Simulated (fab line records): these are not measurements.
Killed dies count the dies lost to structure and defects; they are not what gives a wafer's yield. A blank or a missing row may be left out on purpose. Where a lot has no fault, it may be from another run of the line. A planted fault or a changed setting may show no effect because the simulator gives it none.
Problem report in the 8D (eight disciplines) form, filled by code	flow sky130	the parts of the form that need people (team, actions taken, sign-off) are left out

== 1. THE PROBLEM ==
At SKY_SD_N_DEVELOP_06, developer-temp-C averages 22.03 C over 6 wafers from 2 lots, while fault-free wafers read 22.99 C, standard deviation 0.1. That puts it -9.6 standard deviations away from the usual mean.
The step: develop time 60 s.
Seen first at day 32 11:37 on litho-track-04, wafer L121.3. Wafers with a number at this step in the record: 18, from 6 lots. The rule behind "out" and "out of limits": a value lying over 4 standard deviations away from the usual mean. The other wafers with a number count as sound.

== 2. WHAT IT IS, AND WHAT IT ISN'T ==
question	is	is not
which readings at this step	developer-temp-C	-
which lots	L121, L130	L115, L116, L129, L136
which wafers of those lots	all that have a number	-
read on which tools	litho-track-04	litho-track-02, litho-track-03
when	from day 32 11:37	up to then (6 sound wafers); but 6 sound wafers of L129, L136 came after

== 3. SUSPECTS, AND WHAT RULES EACH OUT ==
Counting: a tool at a process step up to the reading stays a suspect if it ran every lot that is out and no sound lot after the first of them.
- litho-track-04 at SKY_SD_N_DEVELOP_06 (develop time 60 s): kept. All lots that are out passed through it, beginning with L121 at day 32 11:37, and no sound lot followed; its final sound lot before that point was L115 at day 27 22:20. Its own developer-temp-C readings are out on those wafers.
Remaining after the count: litho-track-04 at SKY_SD_N_DEVELOP_06.

== 4. THE CAUSE (what the simulator had put in) ==
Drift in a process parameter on litho-track-04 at SKY_SD_N_DEVELOP_06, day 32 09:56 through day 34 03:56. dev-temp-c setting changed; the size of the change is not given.
Counting left only this tool.

== 5. THE EFFECT CHAIN, in route order ==
Rows list readings where the struck wafers' mean (over those with a number) sits beyond 3 standard deviations from the usual. Readings are gone through only where the record gives a usual standard deviation; hours: the median, over the lots, of the time from a lot's start at the first step in this table giving one to that lot's start at this step; sigmas: the change measured in usual standard deviations.
hours	step	reading	usual	on struck wafers	change	sigmas
0	SKY_SD_N_DEVELOP_06	developer-temp-C	22.99 C	22.03	-0.96	-9.6
Here are the process steps it includes:
- SKY_SD_N_DEVELOP_06: develop time 60 s.
Later measuring or inspecting steps at which every struck wafer that the step has a row for has a number for every such reading, and none has moved that far: SKY_SD_N_CD_MEAS_07.

== 6. WHAT WOULD HAVE CAUGHT IT SOONER ==
The fault began at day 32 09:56; the first out-of-limits reading in this record came at day 32 11:37, 2 hours later.
